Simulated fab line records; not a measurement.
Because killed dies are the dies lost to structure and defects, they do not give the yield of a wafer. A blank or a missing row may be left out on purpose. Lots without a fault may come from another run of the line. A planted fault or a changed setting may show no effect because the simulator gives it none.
One fault seen from 2 desks || flow sky130 || each desk holds nothing but its own numbers, with what lay behind them at the end

## THE METROLOGY DESK
What the gauges read for every lot (on any tool): the sampled wafers with a number, averaged. The brackets show how far a lot's mean lies from the usual mean; more than 4 standard deviations puts the lot out of limits, marked OUT.
Columns: A = cd nm at SKY_CONTACT_CD_MEAS_14, usual 170.4 nm; B = cd nm at SKY_METAL1_CD_MEAS_15, usual 139.5 nm
{"lot": "L100", "first seen here": "day 31 14:28", "A": 170.3, "B": 136.6}
{"lot": "L101", "first seen here": "day 32 00:59", "A": 169.8, "B": 139.5}
{"lot": "L102", "first seen here": "day 32 09:07", "A": 170.8, "B": 141.8}
{"lot": "L104", "first seen here": "day 33 01:31", "A": 169.7, "B": 139.3}
{"lot": "L105", "first seen here": "day 33 10:43", "A": 170.1, "B": 137.2}
{"lot": "L106", "first seen here": "day 33 19:14", "A": 170.5, "B": 140.2}
{"lot": "L108", "first seen here": "day 34 05:40", "A": 171.9, "B": 138.5}
{"lot": "L109", "first seen here": "day 34 13:50", "A": 170.7, "B": 139.1}
{"lot": "L110", "first seen here": "day 34 22:35", "A": 171.7, "B": 137.2}
{"lot": "L113", "first seen here": "day 35 18:33", "A": 169.0, "B": 140.0}
{"lot": "L114", "first seen here": "day 36 07:41", "A": 171.4, "B": 139.9}
{"lot": "L116", "first seen here": "day 36 23:36", "A": 169.9, "B": 140.3}
{"lot": "L122", "first seen here": "day 38 15:17", "A": 170.9, "B": 139.1}
This desk's verdict: no lot among the 13 shows anything out of limits.

## FOR THE TOOL OWNER'S DESK: cmp-02
The tool's own readings at SKY_CONTACT_CMP_27 (polishes, stops on SiO2, t overpolish 15 s, target thk 0 nm): means of the sampled wafers that have a number, for each lot that ran on this tool. The brackets show how far a lot's mean lies from the usual mean; more than 4 standard deviations puts the lot out of limits, marked OUT.
Columns: A = motor current A at SKY_CONTACT_CMP_27, usual 10.9 A; B = overpolish run s at SKY_CONTACT_CMP_27, usual 15.000 s; C = time to endpoint s at SKY_CONTACT_CMP_27, usual 82 s
{"lot": "L100", "first seen here": "day 31 15:45", "A": 10.6, "B": 14.986, "C": 82}
{"lot": "L101", "first seen here": "day 32 02:17", "A": 10.7, "B": 15.008, "C": 84}
{"lot": "L102", "first seen here": "day 32 10:23", "A": 11.1, "B": 14.996, "C": 79}
{"lot": "L106", "first seen here": "day 33 20:29", "A": 11.0, "B": 15.001, "C": 82}
{"lot": "L108", "first seen here": "day 34 06:59", "A": 10.6, "B": 14.995, "C": 87}
{"lot": "L109", "first seen here": "day 34 15:08", "A": 11.1, "B": 14.994, "C": 82}
{"lot": "L113", "first seen here": "day 35 19:57", "A": 11.0, "B": "5.025 (-99 or more) OUT", "C": "110 (+6.4) OUT"}
This desk finds L113 out of limits, L113 being first, at day 35 19:57 (overpolish run s at SKY_CONTACT_CMP_27). L100, L101, L102, L106, L108, L109: within limits.

## PUT TOGETHER
At day 35 19:57, on L113, the tool owner's desk was in a position to raise an alarm.
From the metrology desk's view, nothing was out of limits.
The metrology desk has L113 on record, within its limits.
All the named lots went through SKY_CONTACT_CMP_27 on cmp-02.

## WHAT HAD BEEN PUT IN BY THE SIMULATOR
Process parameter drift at SKY_CONTACT_CMP_27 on cmp-02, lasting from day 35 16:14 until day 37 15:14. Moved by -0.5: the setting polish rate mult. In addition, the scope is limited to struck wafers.
Shown lots that were struck: L113.
Each desk's first reading out of limits, in hours after the fault started: the tool owner's desk, 4.
